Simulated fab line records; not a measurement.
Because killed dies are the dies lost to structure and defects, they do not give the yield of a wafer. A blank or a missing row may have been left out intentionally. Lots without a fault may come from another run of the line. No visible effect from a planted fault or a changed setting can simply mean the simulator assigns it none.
A lot that was struck, set against a sound lot | flow sfq_line | 42 out of 325 route steps
Sound: the wafers L167.1, L167.3, L167.6. Struck: wafer L173.2 (left out: L173.3, L173.5 of the same lot, which were not struck); the cause appears at the end.
At each step with rows: each side's tool, then ch and its chambers, then its first start. Under that, the readings that differ: sound wafers | struck wafers | difference of the means | sigmas: that difference in standard deviations of wafers without a fault.
alike: readings whose means differ by less than 2 such deviations, and words and numbers that are the same on both sides. not compared: withheld readings, readings that some wafer has no value for, bounds like >300 that may hide the same value, and numbers for which the record gives no deviation and whose values overlap.
The two part at a step that has a row with sigmas, a row that says differs or no value, or rows on one side only. Numbers that have no deviation but don't overlap get no sigmas and don't part them. A reading missing from all wafers of one side parts the sides only when that side holds two or more wafers.

first, 6 steps without rows for these wafers: SFQ_TRILAYER_I2_VIA_LITHO_COAT_072 (resist thk 62 nm); SFQ_TRILAYER_I2_VIA_LITHO_COAT_067 (resist thk 650 nm); SFQ_TRILAYER_I2_VIA_LITHO_SOFTBAKE_071; SFQ_TRILAYER_I2_VIA_LITHO_EXPOSE_068 (exposes mask I2, target cd 500 nm); SFQ_TRILAYER_I2_VIA_LITHO_PEB_070 (peb time 60 s); SFQ_TRILAYER_I2_VIA_LITHO_DEVELOP_069 (time 60 s).
SFQ_I2_OVL_MEAS_918:
  sound on overlay-02 at day 38 22:36; struck on overlay-01 at day 42 07:34
  alike: I2_OVL
then, 1 step without rows for these wafers: SFQ_TRILAYER_I2_VIA_BARC_OPEN_VIA_ETCH_096 (etches BARC in O2, target depth 125 nm, time 41.7 s).
SFQ_TRILAYER_I2_VIA_ETCH_VIA_ETCH_070: etches SiO2 in CHF3, stops on Nb, target depth 260 nm.
  sound on rie_diel-04 ch 1,3, day 38 22:40; struck on rie_diel-01 ch 1, day 42 07:38
  alike: drypump_motor_current_A, oes_product_au
SFQ_TRILAYER_I2_VIA_STRIP_STRIP_071: strips in O2.
  sound on rie_metal-01 ch 0, day 38 22:47; struck on rie_metal-03 ch 1, day 42 07:45
  alike: drypump_motor_current_A, oes_product_au
  not compared: rf_hours_counter_h
then, 2 steps without rows for these wafers: SFQ_TRILAYER_I2_VIA_STRIP_SOLV_CLEAN_072 (cleans in NMP, time 600 s); SFQ_TRILAYER_M3_DEP_PRE_CLEAN_074 (time 22.5 s).
SFQ_TRILAYER_M3_DEP_SPUTTER_073: material Nb, target thk 200 nm, time 133.3 s.
  sound on pvd_sputter-04 at day 38 23:37; struck on pvd_sputter-03 at day 42 08:33
  reading                                             | sound             | struck | difference | sigmas
  model.Nb_of_TRILAYER_M3_DEP_SPUTTER_073.thk_nm (nm) | 205.3 202.2 204.3 | 280.9  | +77.0      |
  alike: throttle_valve_pct
SFQ_M3_RS_MEAS_919: uses a four-point probe to measure.
  sound on film_metro-02 at day 38 23:42; struck on film_metro-01 at day 42 08:40
  reading           | sound             | struck | difference | sigmas
  M3_NB_RS (ohm/sq) | 0.866 0.879 0.871 | 0.631  | -0.241     | -22
then, 6 steps without rows for these wafers: SFQ_TRILAYER_M3_LITHO_COAT_080 (resist thk 62 nm); SFQ_TRILAYER_M3_LITHO_COAT_075 (resist thk 600 nm); SFQ_TRILAYER_M3_LITHO_SOFTBAKE_079; SFQ_TRILAYER_M3_LITHO_EXPOSE_076 (exposes mask M3, target cd 500 nm); SFQ_TRILAYER_M3_LITHO_PEB_078 (peb time 60 s); SFQ_TRILAYER_M3_LITHO_DEVELOP_077 (time 60 s).
SFQ_M3_OVL_MEAS_921:
  sound on overlay-02 at day 39 02:08; struck on overlay-02 at day 42 11:05
  alike: M3_OVL
SFQ_TRILAYER_M3_BARC_OPEN_METAL_ETCH_100: etches BARC in O2, target depth 125 nm, time 41.7 s.
  sound on rie_metal-04 ch 0, day 39 02:10; struck on rie_metal-04 ch 0, day 42 11:07
  reading               | sound             | struck | difference | sigmas
  oes_product_au (a.u.) | 0.690 0.686 0.694 | 0.681  | -0.009     | -2
  alike: drypump_motor_current_A
  not compared: rf_hours_counter_h
SFQ_TRILAYER_M3_ETCH_METAL_ETCH_078: etches Nb in Cl2/Ar, stops on SiO2, target depth 240 nm, time 120 s.
  sound on rie_metal-04 ch 0, day 39 02:17; struck on rie_metal-04 ch 0, day 42 11:10
  reading               | sound             | struck | difference | sigmas
  oes_product_au (a.u.) | 0.908 0.898 0.904 | 0.998  | +0.095     | +12
  alike: drypump_motor_current_A
  not compared: rf_hours_counter_h
SFQ_TRILAYER_M3_STRIP_STRIP_079: strips in O2.
  sound on rie_metal-04 ch 0, day 39 02:32; struck on rie_metal-04 ch 0, day 42 11:17
  alike: drypump_motor_current_A, oes_product_au
  not compared: rf_hours_counter_h
then, 3 steps without rows for these wafers: SFQ_TRILAYER_M3_STRIP_SOLV_CLEAN_080 (cleans in NMP, time 600 s); SFQ_TRILAYER_I3_DEP_PECVD_081 (deposits SiO2 from SiH4/N2O, time 108.9 s, target thk 500 nm); SFQ_TRILAYER_I3_CMP_CMP_082 (polishes SiO2).
SFQ_I3_BOW_MEAS_922:
  sound on film_metro-04 at day 39 22:05; struck on film_metro-03 at day 42 15:11
  alike: I3_BOW
then, 7 steps without rows for these wafers: SFQ_TRILAYER_I3_METRO_MEASURE_083; SFQ_TRILAYER_I3_VIA_LITHO_COAT_090 (resist thk 62 nm); SFQ_TRILAYER_I3_VIA_LITHO_COAT_085 (resist thk 650 nm); SFQ_TRILAYER_I3_VIA_LITHO_SOFTBAKE_089; SFQ_TRILAYER_I3_VIA_LITHO_EXPOSE_086 (exposes mask I3, target cd 500 nm); SFQ_TRILAYER_I3_VIA_LITHO_PEB_088 (peb time 60 s); SFQ_TRILAYER_I3_VIA_LITHO_DEVELOP_087 (time 60 s).
-- the record jumps here: 6 days lie between the struck wafers' starts before and after --
SFQ_I3_OVL_MEAS_923:
  sound on overlay-02 at day 45 04:13; struck on overlay-02 at day 48 15:01
  alike: I3_OVL
then, 1 step without rows for these wafers: SFQ_TRILAYER_I3_VIA_BARC_OPEN_VIA_ETCH_121 (etches BARC in O2, target depth 125 nm, time 41.7 s).
SFQ_TRILAYER_I3_VIA_ETCH_VIA_ETCH_088: etches SiO2 in CHF3, stops on Nb, target depth 260 nm.
  sound on rie_diel-04 ch 0,1, day 45 04:17; struck on rie_diel-02 ch 2, day 48 15:05
  reading               | sound             | struck | difference | sigmas
  oes_product_au (a.u.) | 0.851 0.855 0.849 | 0.867  | +0.015     | +3
  alike: drypump_motor_current_A
then, 3 steps without rows for these wafers: SFQ_TRILAYER_I3_VIA_STRIP_STRIP_089 (strips in O2); SFQ_TRILAYER_I3_VIA_STRIP_SOLV_CLEAN_090 (cleans in NMP, time 600 s); SFQ_TRILAYER_M4_DEP_PRE_CLEAN_092 (time 22.5 s).
-- the record jumps here: 36 days lie between the struck wafers' starts before and after --
SFQ_M8_BOW_MEAS_951:
  sound on film_metro-02 at day 81 20:11; struck on film_metro-02 at day 84 20:51
  reading                       | sound                | struck | difference | sigmas
  model.etest.m3.comb_log10_ohm | 12 12 12             | 0      | -12        |
  model.etest.m3.ohm_sq         | 0.8667 0.8798 0.8709 | 0.6335 | -0.2390    |
  alike: M8_BOW

== WHERE THEY PART ==
At SFQ_M3_RS_MEAS_919 first; at SFQ_TRILAYER_I3_VIA_ETCH_VIA_ETCH_088 last (within this record only). Later steps at which nothing parts them and some readings are alike: SFQ_M8_BOW_MEAS_951.

WHY: whatever the simulator had introduced
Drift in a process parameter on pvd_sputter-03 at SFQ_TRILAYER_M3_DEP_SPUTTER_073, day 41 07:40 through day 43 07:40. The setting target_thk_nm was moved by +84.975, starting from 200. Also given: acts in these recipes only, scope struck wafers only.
